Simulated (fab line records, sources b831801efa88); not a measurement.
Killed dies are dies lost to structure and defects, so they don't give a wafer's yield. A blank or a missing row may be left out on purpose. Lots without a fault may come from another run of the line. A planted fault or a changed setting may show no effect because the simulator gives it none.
One fault seen from 2 desks | flow gf180mcu | each desk has only its own numbers; what lay behind them comes last

THE TOOL OWNER'S DESK: wet_bench-02
The tool's own readings at GF_STI_WET_ETCH_20 (etches SiO2 in dHF, target depth 20 nm, time 400 s): means of the sampled wafers that have a number, for each lot that ran on this tool. A lot is out of limits, marked OUT, if its mean lies more than 4 standard deviations from the usual mean; the brackets give that distance.
Columns: A = run_length_s at GF_STI_WET_ETCH_20, usual 428 s; B = temp_c at GF_STI_WET_ETCH_20, usual 25.01 C
lot  | first seen here | A              | B
L484 | day 2 21:36     | 428            | 24.92
L485 | day 2 23:40     | 426            | 24.99
L486 | day 3 03:18     | 412 (-4.1) OUT | 24.95
L500 | day 6 03:31     | 427            | 25.01
L502 | day 6 14:25     | 428            | 24.95
L503 | day 6 20:06     | 434            | 24.92
L504 | day 7 00:07     | 433            | 25.02
This desk's finding: out of limits on L486; first on L486, day 3 03:18 (run_length_s at GF_STI_WET_ETCH_20). In limits: L484, L485, L500, L502, L503, L504.

THE METROLOGY DESK
What the gauges read, lot by lot, whatever tool the lot ran on: means of the sampled wafers that have a number. A lot is out of limits, marked OUT, if its mean lies more than 4 standard deviations from the usual mean; the brackets give that distance.
Columns: A = VT_IMPLANT_4_TW at GF_VT_IMPLANT_TW_MEAS_43, usual 690; B = POLY_GATE_CVD_00_THK at GF_POLY_GATE_THK_MEAS_01, usual 199.9 nm; C = SAB_CVD_00_THK at GF_SAB_THK_MEAS_01, usual 50.1 nm
lot  | first seen here | A   | B     | C
L481 | day 7 16:53     | 703 | 198.3 | 50.4
L482 | day 8 01:29     | 677 | 199.2 | 49.6
L483 | day 8 10:17     | 696 | 199.4 | 49.6
L484 | day 8 13:29     | 697 | 202.2 | 48.8
L485 | day 8 17:41     | 677 | 200.0 | 50.1
L486 | day 8 18:16     | 677 | 199.7 | 50.9
L492 | day 10 14:41    | 706 | 197.9 | 50.2
L498 | day 12 07:14    | 683 | 200.5 | 50.1
L500 | day 12 20:41    | 685 | 199.2 | 50.5
L501 | day 13 02:50    | 682 | 201.6 | 49.4
L502 | day 13 11:50    | 701 | 199.1 | 49.3
L503 | day 13 17:15    | 702 | 200.6 | 51.0
L504 | day 14 02:19    | 701 | 197.1 | 50.5
This desk's finding: nothing out of limits on any of the 13 lots.

PUT TOGETHER
The tool owner's desk could have raised an alarm at day 3 03:18, on L486.
The metrology desk saw nothing out of limits.
The metrology desk has L486 on record, within its limits.
Of the lots named, all ran GF_STI_WET_ETCH_20 on wet_bench-02.

WHAT THE SIMULATOR HAD PUT IN
Process parameter drift: wet_bench-02, from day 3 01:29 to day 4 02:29, at GF_STI_WET_ETCH_20. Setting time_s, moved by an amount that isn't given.
Lots struck among those shown: L486.
Hours from the fault's start to each desk's first reading out of limits: the tool owner's desk, 2.
